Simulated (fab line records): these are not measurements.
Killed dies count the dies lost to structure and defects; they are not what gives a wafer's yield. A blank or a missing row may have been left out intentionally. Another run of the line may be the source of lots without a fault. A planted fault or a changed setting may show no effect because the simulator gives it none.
fab line records | flow gf180mcu | part 1 of 2: steps 1 to 29 of 41
record lots=5 wafers=15 lastDay=33
route steps=602 shown DUAL_GATE@149 POLY_GATE@157 HV_LDD@176
lots that met no fault: from a run of the same line without faults
startH: start of the lot's first displayed wafer, in hours after the record's first day | waitH: hours since the lot's step before | " as in the row above | L1.1+2: a row that stands for several wafers | - value missing, or start not given | * or withheld: withheld | < > ~ a bound
route shown NAME@n: NAME is a module with steps in the file, n the number in the route of the first one | usual: mean and standard deviation over wafers with no fault | same: alike in all rows | chamber/n: place in a boat | sites: readings site by site | _std_site: the values' standard deviation | _edge_site: mean of outer sites minus mean of inner sites | radiusMm: how far each site lies from the wafer's centre | mask NAME#n: copy n | behind: the most recent tool/chamber to have shaped the wafer | hold: why the lot went on hold/how many hours it stayed there/how the hold came to an end | device: whichever transistor did not switch (one of n, p or np) | end of line: at the end of the route, the tests of the same wafers | where a step has no rows: the recipe by itself | killed: the dies lost at the first sort to structure and to defects; this is not the yield of the wafer | map: a wafer's dies, x killed, . not, _ none there
set.NAME: the run value of the setting; set.NAME@STEP: its run value at that earlier step | model.NAME: the simulator's own value behind a step, which no gauge read
lots seen at some steps along the route; tables by step, rows by wafer
services: a tool's chamber out of use, with start hour (startH, from the record's first day; less than 0 if before it), hours out, and reason
## steps
# step GF_DUAL_GATE_EXPOSE_08
# recipe maskId=Dualgate targetCdNm=700 na=0.6 sourceShape=conventional sigmaOuter=0.6 doseMj=140
# usual reticleTempC=22.99/0.1 stageVelMmS=500.03/0.28
# columns lot.wafer tool chamber startH waitH mask reticleTempC stageVelMmS
L077.1 ilineStepper-02 0 - - Dualgate#0 23.17 500.08
L077.3 " 0 " " Dualgate#0 23.03 500.08
L077.6 " 0 " " Dualgate#0 23.08 500.21
L079.1 ilineStepper-02 0 - - Dualgate#0 23.11 500.04
L079.2 " 0 " " Dualgate#0 22.88 499.97
L079.6 " 0 " " Dualgate#0 22.93 500.11
L087.1 ilineStepper-02 0 - - Dualgate#0 23.07 499.74
L087.4 " 0 " " Dualgate#0 23.00 499.76
L087.6 " 0 " " Dualgate#0 23.06 499.80
L090.1 ilineStepper-02 0 - - Dualgate#0 23.16 500.22
L090.3 " 0 " " Dualgate#0 23.02 500.15
L090.4 " 0 " " Dualgate#0 23.06 500.35
L094.4 ilineStepper-02 0 - - Dualgate#0 23.15 500.72
L094.5 " 0 " " Dualgate#0 23.12 500.45
L094.6 " 0 " " Dualgate#0 23.05 500.37
# step GF_DUAL_GATE_PEB_09
# recipe tempC=withheld timeS=* resist=NOVOLAK
# columns lot.wafer tool chamber startH waitH
L077.1+3+6 lithoTrack-04 0 - -
L079.1+2+6 lithoTrack-03 0 - -
L087.1+4+6 lithoTrack-04 0 - -
L090.1+3+4 lithoTrack-04 0 - -
L094.4+5+6 lithoTrack-04 0 - -
# step GF_DUAL_GATE_DEVELOP_10
# recipe developTimeS=60 devTempC=23
# columns lot.wafer tool chamber startH waitH
L077.1+3+6 lithoTrack-04 0 207.21 0.1
L079.1+2+6 lithoTrack-03 0 212.79 0.1
L087.1+4+6 lithoTrack-04 0 267.86 0.1
L090.1+3+4 lithoTrack-04 0 287.11 0.1
L094.4+5+6 lithoTrack-04 0 312.29 0.1
# step GF_DUAL_GATE_OVL_MEAS_11
# usual DUAL_GATE_OVL=0.6/1.5
# columns lot.wafer tool chamber startH waitH DUAL_GATE_OVL[nm]
L077.1 overlay-02 - 207.36 0.1 2.3
L077.3 " - " " 1.2
L077.6 " - " " 2.6
L079.1 overlay-02 - 212.94 0.1 2.4
L079.2 " - " " -1.7
L079.6 " - " " 1.5
L087.1 overlay-02 - 268.01 0.1 1.0
L087.4 " - " " 1.0
L087.6 " - " " -1.1
L090.1 overlay-01 - 287.26 0.1 -1.2
L090.3 " - " " -2.7
L090.4 " - " " -2.0
L094.4 overlay-02 - 312.38 0.1 1.9
L094.5 " - " " 1.1
L094.6 " - " " 0.0
# step GF_DUAL_GATE_WET_ETCH_12
# recipe chemistry=dHF targetDepthNm=13 dry=n2Spin target=SiO2 tempC=25 dilution=100:1 timeS=260
# columns lot.wafer tool chamber startH waitH
L077.1+3+6 wetBench-02 2 207.40 0.0
L079.1+2+6 wetBench-01 1 212.98 0.0
L087.1+4+6 wetBench-02 3 268.05 0.0
L090.1+3+4 wetBench-01 0 287.30 0.0
L094.4+5+6 wetBench-04 1 312.40 0.0
# step GF_DUAL_GATE_STRIP_13
# recipe chemistry=O2/N2 powerW=1400 pressureMtorr=1500 platenTempC=250 o2FlowSccm=3000 n2FlowSccm=300 overashFraction=0.5
# usual drypumpMotorCurrentA=5.3/0.38 heaterPowerW=343/30 oesProductAu=0.716/0.0045 stripTimeToEndpointS=12.64/0.03
# columns lot.wafer tool chamber startH waitH drypumpMotorCurrentA heaterPowerW oesProductAu rfHoursCounterH stripTimeToEndpointS
L077.1 plasmaAsher-01 1 207.49 0.0 5.7 373 0.717 56 12.65
L077.3 " 0 " " 5.2 318 0.723 - 12.66
L077.6 " 1 " " 5.6 378 0.715 - 12.68
L079.1 plasmaAsher-01 0 213.06 0.0 5.2 309 0.715 56 12.63
L079.2 " 1 " " 5.6 367 0.718 56 12.65
L079.6 " 0 " " 5.2 319 0.720 - 12.70
L087.1 plasmaAsher-01 1 268.14 0.0 5.6 361 0.710 61 12.61
L087.4 " 1 " " 5.6 369 0.721 - 12.62
L087.6 " 0 " " 5.2 316 0.709 - 12.65
L090.1 plasmaAsher-04 0 287.47 0.0 5.1 357 0.720 62 12.61
L090.3 " 1 " " 6.1 373 0.717 - 12.62
L090.4 " 0 " " 5.1 367 0.723 - 12.64
L094.4 plasmaAsher-01 0 312.52 0.0 5.2 321 0.716 - 12.66
L094.5 " 1 " " 5.6 372 0.717 - 12.64
L094.6 " 0 " " 5.2 314 0.716 - 12.64
# step GF_DUAL_GATE_CLEAN_14
# recipe chemistry=SC1/SC2 mix=1:4:20 tempC=70 timeS=150 dry=n2Spin
# columns lot.wafer tool chamber startH waitH
L077.1+3+6 wetBench-02 3 207.59 0.1
L079.1+2+6 wetBench-02 3 213.16 0.1
L087.1+4+6 wetBench-01 3 268.24 0.1
L090.1+3+4 wetBench-01 1 287.57 0.1
L094.4+5+6 wetBench-02 3 312.59 0.0
# step GF_DUAL_GATE_OXIDATION_15
# recipe tempC=850 ambient=O2 stabiliseS=600 purgeS=300 targetThkA=70.98 oxTimeS=1995
# usual spikeTcUpperC=850.5/2.2
# columns lot.wafer tool chamber startH waitH spikeTcUpperC
L077.1 furnace-01 0 207.64 0.0 849.4
L077.3 " 0 " " 848.3
L077.6 " 0 " " 851.0
L079.1 furnace-02 0 213.68 0.5 852.9
L079.2 " 0 " " 853.4
L079.6 " 0 " " 852.8
L087.1 furnace-01 0 268.29 0.0 848.6
L087.4 " 0 " " 850.4
L087.6 " 0 " " 849.7
L090.1 furnace-02 0 287.68 0.0 852.5
L090.3 " 0 " " 854.4
L090.4 " 0 " " 852.9
L094.4 furnace-02 0 314.06 1.4 852.0
L094.5 " 0 " " 853.2
L094.6 " 0 " " 853.2
# step GF_POLY_GATE_CVD_00
# recipe material=poly-Si targetThkNm=200 tempC=620 timeS=1200 pressureMtorr=200
# usual spikeTcUpperC=619.2/1.1
# columns lot.wafer tool chamber startH waitH spikeTcUpperC
L077.1 lpcvd-02 1 209.20 0.0 619.5
L077.3 " 1 " " 619.2
L077.6 " 1 " " 622.0
L079.1 lpcvd-01 1 215.24 0.0 619.5
L079.2 " 1 " " 620.8
L079.6 " 1 " " 618.2
L087.1 lpcvd-02 0 269.85 0.0 618.1
L087.4 " 0 " " 618.9
L087.6 " 0 " " 619.4
L090.1 lpcvd-02 0 289.24 0.0 618.6
L090.3 " 0 " " 620.0
L090.4 " 0 " " 620.5
L094.4 lpcvd-02 0 315.61 0.0 619.9
L094.5 " 0 " " 618.7
L094.6 " 0 " " 619.9
# step GF_POLY_GATE_THK_MEAS_01
# recipe reads=poly-Si_of_POLY_GATE_CVD_00
# usual POLY_GATE_CVD_00_THK=200.0/1.7
# columns lot.wafer tool chamber startH waitH POLY_GATE_CVD_00_THK[nm]
L077.1 filmMetro-03 - 210.53 0.0 197.0
L077.3 " - " " 197.9
L077.6 " - " " 196.6
L079.1 filmMetro-03 - 216.57 0.0 202.7
L079.2 " - " " 205.1
L079.6 " - " " 203.0
L087.1 filmMetro-04 - 271.18 0.0 202.0
L087.4 " - " " 201.1
L087.6 " - " " 201.7
L090.1 filmMetro-02 - 290.57 0.0 198.1
L090.3 " - " " 198.5
L090.4 " - " " 199.3
L094.4 filmMetro-02 - 316.97 0.0 199.4
L094.5 " - " " 199.6
L094.6 " - " " 198.7
# step GF_POLY_GATE_DEHYDRATE_02
# recipe tempC=200 timeS=60
# columns lot.wafer tool chamber startH waitH
L077.1+3+6 lithoTrack-03 0 218.34 7.8
L079.1+2+6 lithoTrack-02 0 224.61 8.0
L087.1+4+6 lithoTrack-01 0 280.19 9.0
L090.1+3+4 lithoTrack-01 0 299.39 8.8
L094.4+5+6 lithoTrack-03 0 326.41 9.4
# step GF_POLY_GATE_HMDS_03
# recipe primeTimeS=60 primeTempC=120
# columns lot.wafer tool chamber startH waitH
L077.1+3+6 lithoTrack-03 0 218.49 0.1
L079.1+2+6 lithoTrack-02 0 224.76 0.1
L087.1+4+6 lithoTrack-01 0 280.34 0.1
L090.1+3+4 lithoTrack-01 0 299.54 0.1
L094.4+5+6 lithoTrack-03 0 326.56 0.1
# step GF_POLY_GATE_COAT_04
# recipe resist=BARC tempC=withheld timeS=withheld spinRpm=withheld resistThkNm=withheld
# columns lot.wafer tool chamber startH waitH
L077.1+3+6 lithoTrack-03 0 218.64 0.1
L079.1+2+6 lithoTrack-02 0 224.91 0.1
L087.1+4+6 lithoTrack-01 0 280.49 0.1
L090.1+3+4 lithoTrack-01 0 299.69 0.1
L094.4+5+6 lithoTrack-03 0 326.71 0.1
# step GF_POLY_GATE_COAT_05
# recipe resist=KrF spinRpm=withheld resistThkNm=700
# columns lot.wafer tool chamber startH waitH
L077.1+3+6 lithoTrack-03 0 - -
L079.1+2+6 lithoTrack-02 0 - -
L087.1+4+6 lithoTrack-01 0 - -
L090.1+3+4 lithoTrack-01 0 - -
L094.4+5+6 lithoTrack-03 0 - -
# step GF_POLY_GATE_SOFTBAKE_06
# recipe tempC=130 timeS=60 resist=KrF
# columns lot.wafer tool chamber startH waitH
L077.1+3+6 lithoTrack-03 0 - -
L079.1+2+6 lithoTrack-02 0 - -
L087.1+4+6 lithoTrack-01 0 - -
L090.1+3+4 lithoTrack-01 0 - -
L094.4+5+6 lithoTrack-03 0 - -
# step GF_POLY_GATE_EXPOSE_07
# recipe maskId=Poly2 targetCdNm=280 na=0.68 sourceShape=conventional sigmaOuter=0.6 doseMj=28
# usual reticleTempC=23.03/0.11 stageVelMmS=500.03/0.28
# columns lot.wafer tool chamber startH waitH mask reticleTempC stageVelMmS
L077.1 krfScanner-02 0 - - Poly2#0 23.02 499.70
L077.3 " 0 " " Poly2#0 23.14 500.14
L077.6 " 0 " " Poly2#0 23.14 499.94
L079.1 krfScanner-01 0 - - Poly2#0 23.05 500.02
L079.2 " 0 " " Poly2#0 23.10 500.16
L079.6 " 0 " " Poly2#0 23.08 499.91
L087.1 krfScanner-02 0 - - Poly2#0 22.97 499.82
L087.4 " 0 " " Poly2#0 23.05 499.58
L087.6 " 0 " " Poly2#0 23.09 499.70
L090.1 krfScanner-02 0 - - Poly2#0 23.05 499.98
L090.3 " 0 " " Poly2#0 23.03 500.08
L090.4 " 0 " " Poly2#0 23.17 499.71
L094.4 krfScanner-02 0 - - Poly2#0 22.99 499.92
L094.5 " 0 " " Poly2#0 23.13 499.93
L094.6 " 0 " " Poly2#0 23.09 500.37
# step GF_POLY_GATE_PEB_08
# recipe pebTempC=136.2 pebTimeS=90 resist=KrF
# columns lot.wafer tool chamber startH waitH
L077.1+3+6 lithoTrack-02 0 - -
L079.1+2+6 lithoTrack-03 0 - -
L087.1+4+6 lithoTrack-01 0 - -
L090.1+3+4 lithoTrack-01 0 - -
L094.4+5+6 lithoTrack-03 0 - -
# step GF_POLY_GATE_DEVELOP_09
# recipe developTimeS=60 resist=KrF devTempC=21
# columns lot.wafer tool chamber startH waitH
L077.1+3+6 lithoTrack-02 0 227.91 0.2
L079.1+2+6 lithoTrack-03 0 234.14 0.2
L087.1+4+6 lithoTrack-01 0 290.29 0.2
L090.1+3+4 lithoTrack-01 0 310.14 0.2
L094.4+5+6 lithoTrack-03 0 337.66 0.1
# step GF_POLY_GATE_CD_MEAS_10
# recipe targetCdNm=280
# usual cdNm=280.1/1.4
# columns lot.wafer tool chamber startH waitH cdNm
L077.1 cdSem-01 - 228.06 0.1 282.2
L077.3 " - " " 279.5
L077.6 " - " " 281.2
L079.1 cdSem-01 - 234.32 0.2 279.2
L079.2 " - " " 279.0
L079.6 " - " " 278.9
L087.1 cdSem-02 - 290.44 0.1 277.5
L087.4 " - " " 277.7
L087.6 " - " " 277.7
L090.1 cdSem-02 - 310.29 0.1 281.8
L090.3 " - " " 282.7
L090.4 " - " " 282.9
L094.4 cdSem-01 - 337.80 0.1 278.1
L094.5 " - " " 279.5
L094.6 " - " " 279.4
# step GF_POLY_GATE_OVL_MEAS_11
# usual POLY_GATE_OVL=0/5.2
# columns lot.wafer tool chamber startH waitH POLY_GATE_OVL[nm]
L077.1 overlay-01 - 228.18 0.1 -2
L077.3 " - " " -8
L077.6 " - " " 0
L079.1 overlay-02 - 234.44 0.1 -2
L079.2 " - " " 2
L079.6 " - " " 11
L087.1 overlay-01 - 290.56 0.1 -4
L087.4 " - " " -5
L087.6 " - " " -13
L090.1 overlay-01 - 310.41 0.1 8
L090.3 " - " " -1
L090.4 " - " " 0
L094.4 overlay-01 - 337.88 0.1 -5
L094.5 " - " " 5
L094.6 " - " " -3
# step GF_POLY_GATE_ETCH_12
# recipe chemistry=N2/H2 targetDepthA=withheld overetchA=withheld timeS=withheld target=BARC ionEnergyEv=200 sourceW=500 biasW=100 pressureMtorr=30 n2FlowSccm=100 h2FlowSccm=200
# usual drypumpMotorCurrentA=5.5/0.48 oesProductAu=0.735/0.0047 rfFwdPowerW=496.2/2.1 throttleValvePct=13.215/0.0088
# columns lot.wafer tool chamber startH waitH drypumpMotorCurrentA oesProductAu rfFwdPowerW throttleValvePct
L077.1 rieDiel-04 2 228.22 0.0 6.0 0.729 496.1 13.211
L077.3 " 3 " " 6.4 0.737 496.1 13.211
L077.6 " 2 " " 6.0 0.734 495.6 13.215
L079.1 rieDiel-04 1 234.47 0.0 5.6 0.732 497.8 13.221
L079.2 " 3 " " 6.4 0.730 494.0 13.207
L079.6 " 1 " " 5.6 0.735 497.6 13.211
L087.1 rieDiel-04 0 290.60 0.0 5.5 0.736 497.9 13.218
L087.4 " 2 " " 6.0 0.730 500.7 13.210
L087.6 " 1 " " 5.6 0.745 493.7 13.214
L090.1 rieDiel-03 1 310.45 0.0 5.0 0.729 498.6 13.218
L090.3 " 3 " " 5.4 0.741 497.7 13.207
L090.4 " 0 " " 6.1 0.738 495.2 13.208
L094.4 rieDiel-01 1 337.89 0.0 5.4 0.731 494.2 13.204
L094.5 " 0 " " 4.8 0.731 492.7 13.227
L094.6 " 1 " " 5.4 0.734 494.3 13.231
# step GF_POLY_GATE_ETCH_13
# recipe target=poly-Si targetDepthNm=198.5 stopOn=SiO2 overEtchFrac=0.403 chemistry=HBr/Cl2 icpW=400 biasW=100 pressureMtorr=10 HBr_flow_sccm=150 Cl2_flow_sccm=50 timeS=69.6
# usual drypumpMotorCurrentA=6.05/0.25 heBacksideLeakSccm=2.8/0.32 oesProductAu=0.987/0.0082 rfFwdPowerW=396.9/1.4 throttleValvePct=33.684/0.0085
# columns lot.wafer tool chamber startH waitH drypumpMotorCurrentA heBacksideLeakSccm oesProductAu rfFwdPowerW rfHoursCounterH throttleValvePct
L077.1 rieSi-01 0 228.27 - 6.11 2.6 0.976 396.7 0 33.688
L077.3 " 1 " " 6.13 2.9 0.973 398.8 1 33.675
L077.6 " 0 " " 6.10 2.5 0.971 397.4 - 33.700
L079.1 rieSi-02 0 234.52 - 5.83 3.1 0.993 395.7 77 33.687
L079.2 " 1 " " 5.91 3.2 1.007 395.4 48 33.684
L079.6 " 2 " " 5.50 2.4 0.988 397.1 - 33.689
L087.1 rieSi-01 1 290.65 - 6.08 2.8 0.966 398.8 1 33.686
L087.4 " 0 " " 6.05 2.5 0.995 397.2 1 33.683
L087.6 " 2 " " 6.37 2.8 0.983 395.6 - 33.692
L090.1 rieSi-02 0 310.50 - 5.83 3.0 0.979 396.5 77 33.686
L090.3 " 2 " " 5.49 2.5 0.995 396.4 71 33.687
L090.4 " 3 " " 6.07 2.7 0.987 396.4 1 33.668
L094.4 rieSi-01 1 337.97 - 6.09 2.9 0.981 397.8 - 33.675
L094.5 " 3 " " 6.34 2.8 0.975 397.1 - 33.673
L094.6 " 0 " " 6.07 2.4 0.980 395.2 - 33.676
# step GF_POLY_GATE_STRIP_14
# recipe chemistry=O2/N2 powerW=1400 pressureMtorr=1500 platenTempC=250 o2FlowSccm=3000 n2FlowSccm=300 overashFraction=0.5
# usual drypumpMotorCurrentA=5.5/0.45 heaterPowerW=356/22 oesProductAu=0.505/0.0044
# columns lot.wafer tool chamber startH waitH drypumpMotorCurrentA heaterPowerW oesProductAu rfHoursCounterH
L077.1 plasmaAsher-04 0 228.33 0.0 5.1 352 0.502 56
L077.3 " 1 " " 6.1 379 0.504 -
L077.6 " 1 " " 6.1 362 0.506 -
L079.1 plasmaAsher-01 1 234.58 0.0 5.6 367 0.507 58
L079.2 " 0 " " 5.2 321 0.509 58
L079.6 " 0 " " 5.2 315 0.504 -
L087.1 plasmaAsher-04 0 290.71 0.0 5.1 355 0.511 63
L087.4 " 0 " " 5.1 356 0.505 -
L087.6 " 0 " " 5.1 357 0.506 -
L090.1 plasmaAsher-01 0 310.56 0.0 5.2 322 0.512 67
L090.3 " 0 " " 5.2 330 0.510 -
L090.4 " 1 " " 5.6 372 0.504 -
L094.4 plasmaAsher-04 1 338.03 0.0 6.1 377 0.500 -
L094.5 " 1 " " 6.1 377 0.505 -
L094.6 " 0 " " 5.1 360 0.507 -
# step GF_POLY_GATE_CLEAN_15
# recipe chemistry=SC1/SC2 mix=1:4:20 tempC=70 timeS=150 dry=n2Spin
# columns lot.wafer tool chamber startH waitH
L077.1+3+6 wetBench-02 1 228.43 0.1
L079.1+2+6 wetBench-04 2 234.68 0.1
L087.1+4+6 wetBench-03 2 290.81 0.1
L090.1+3+4 wetBench-04 3 310.66 0.1
L094.4+5+6 wetBench-04 2 338.10 0.0
# step GF_POLY_GATE_OXIDATION_16
# recipe tempC=850 ambient=O2 stabiliseS=600 purgeS=300 targetThkA=40 oxTimeS=899
# usual spikeTcUpperC=850.9/2.3
# columns lot.wafer tool chamber startH waitH spikeTcUpperC
L077.1 furnace-01 0 228.48 0.0 848.6
L077.3 " 0 " " 849.2
L077.6 " 0 " " 846.7
L079.1 furnace-02 0 234.83 0.1 851.3
L079.2 " 0 " " 853.3
L079.6 " 0 " " 850.7
L087.1 furnace-02 0 291.76 0.9 853.7
L087.4 " 0 " " 852.4
L087.6 " 0 " " 852.7
L090.1 furnace-01 0 311.78 1.1 848.7
L090.3 " 0 " " 847.7
L090.4 " 0 " " 848.5
L094.4 furnace-01 0 338.15 0.0 848.3
L094.5 " 0 " " 847.7
L094.6 " 0 " " 848.6
# step GF_POLY_GATE_THK_MEAS_17
# recipe reads=SiO2_of_POLY_GATE_OXIDATION_16
# usual POLY_GATE_OXIDATION_THK=4.00/0.078
# columns lot.wafer tool chamber startH waitH POLY_GATE_OXIDATION_THK[nm]
L077.1 filmMetro-03 - 229.73 0.0 4.01
L077.3 " - " " 4.01
L077.6 " - " " 3.98
L079.1 filmMetro-03 - 236.08 0.0 3.97
L079.2 " - " " 3.99
L079.6 " - " " 3.98
L087.1 filmMetro-02 - 293.01 0.0 3.85
L087.4 " - " " 3.92
L087.6 " - " " 3.84
L090.1 filmMetro-03 - 313.03 0.0 4.09
L090.3 " - " " 4.06
L090.4 " - " " 4.00
L094.4 filmMetro-02 - 339.43 0.0 4.15
L094.5 " - " " 4.18
L094.6 " - " " 4.12
# step GF_POLY_GATE_CD_MEAS_18
# usual cdNm=280.2/1.9
# columns lot.wafer tool chamber startH waitH cdNm
L077.1 cdSem-01 - 229.79 0.1 282.5
L077.3 " - " " 277.9
L077.6 " - " " 281.2
L079.1 cdSem-01 - 236.18 0.1 280.4
L079.2 " - " " 278.8
L079.6 " - " " 277.6
L087.1 cdSem-02 - 293.07 0.1 275.0
L087.4 " - " " 277.3
L087.6 " - " " 279.1
L090.1 cdSem-01 - 313.09 0.1 282.4
L090.3 " - " " 282.6
L090.4 " - " " 282.3
L094.4 cdSem-01 - 339.55 0.1 278.7
L094.5 " - " " 281.8
L094.6 " - " " 279.4
# step GF_HV_LDD_DEHYDRATE_00
# recipe tempC=200 timeS=60
# columns lot.wafer tool chamber startH waitH
L077.1+3+6 lithoTrack-03 0 238.24 8.4
L079.1+2+6 lithoTrack-02 0 244.91 8.7
L087.1+4+6 lithoTrack-04 0 302.71 9.6
L090.1+3+4 lithoTrack-04 0 322.51 9.4
L094.4+5+6 lithoTrack-04 0 349.74 10.2
# step GF_HV_LDD_HMDS_01
# recipe primeTimeS=60 primeTempC=120
# columns lot.wafer tool chamber startH waitH
L077.1+3+6 lithoTrack-03 0 238.39 0.1
L079.1+2+6 lithoTrack-02 0 245.06 0.1
L087.1+4+6 lithoTrack-04 0 302.86 0.1
L090.1+3+4 lithoTrack-04 0 322.66 0.1
L094.4+5+6 lithoTrack-04 0 349.89 0.1
